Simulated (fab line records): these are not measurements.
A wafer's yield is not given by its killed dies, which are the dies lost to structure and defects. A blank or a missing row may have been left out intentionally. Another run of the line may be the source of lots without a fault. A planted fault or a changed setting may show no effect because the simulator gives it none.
2 desks looking at one fault | flow sky130 | each desk holds nothing but its own numbers, with what lay behind them at the end

== THE METROLOGY DESK ==
What the gauges read, lot by lot, whatever tool the lot ran on: means of the sampled wafers that have a number. Any lot whose mean is over 4 standard deviations away from the usual mean is out of limits and marked OUT; that distance is given in the brackets.
Columns: A = LDD_HVN_OVL at SKY_LDD_HVN_OVL_MEAS_07, usual 0.3 nm; B = LI_CONTACT_HDPCVD_THK at SKY_LI_CONTACT_THK_MEAS_01, usual 928 nm
lot  | first seen here | A    | B
L520 | day 21 04:34    | 0.8  | 920
L521 | day 21 19:04    | 0.2  | 920
L523 | day 22 02:07    | 1.0  | 927
L526 | day 22 23:45    | -0.1 | 937
L527 | day 23 15:13    | 0.2  | 1125 (+23) OUT
L530 | day 24 20:36    | 0.5  | 1516 (+68) OUT
L538 | day 27 04:29    | 0.6  | 926
L539 | day 27 13:51    | 1.5  | 934
L540 | day 27 23:42    | 1.0  | 919
L541 | day 28 08:01    | 1.5  | 930
L543 | day 28 22:22    | -0.8 | 927
Per this desk, out of limits: L527, L530; the first was L527, day 31 03:53 (LI_CONTACT_HDPCVD_THK at SKY_LI_CONTACT_THK_MEAS_01). L520, L521, L523, L526, L538, L539, L540, L541, L543 stayed within limits.

== DESK OF THE TOOL OWNER: hdpcvd-02 ==
The tool's own readings at SKY_LI_CONTACT_HDPCVD_00 (deposits PSG, target thk 930 nm, time 155 s): means of the sampled wafers that have a number, for each lot that ran on this tool. Any lot whose mean is over 4 standard deviations away from the usual mean is out of limits and marked OUT; that distance is given in the brackets.
Columns: A = run_length_s at SKY_LI_CONTACT_HDPCVD_00, usual 182.8 s
lot  | first seen here | A
L520 | day 28 22:49    | 183.0
L521 | day 29 10:08    | 182.2
L526 | day 30 14:25    | 182.6
L527 | day 31 03:47    | 215.0 (+53) OUT
L530 | day 32 07:11    | 280.1 (+99 or more) OUT
L539 | day 35 00:35    | 182.4
L540 | day 35 03:09    | 182.5
L543 | day 36 04:11    | 183.1
Finding of this desk: L527, L530 out of limits; the first was L527 at day 31 03:47, on run_length_s at SKY_LI_CONTACT_HDPCVD_00. L520, L521, L526, L539, L540, L543 stayed within limits.

== ALL TOGETHER ==
On L527, L530, at day 31 03:47, an alarm was possible from the tool owner's desk.
At day 31 03:53 the metrology desk could have sounded an alarm, on L527, L530.
On hdpcvd-02, each named lot ran SKY_LI_CONTACT_HDPCVD_00.

== WHAT HAD BEEN PUT IN BY THE SIMULATOR ==
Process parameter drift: hdpcvd-02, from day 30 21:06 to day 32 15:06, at SKY_LI_CONTACT_HDPCVD_00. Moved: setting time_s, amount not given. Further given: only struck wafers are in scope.
Struck lots among those shown: L527, L530.
Fault start to first reading out of limits, in hours, per desk: tool owner, 7; metrology, 7.
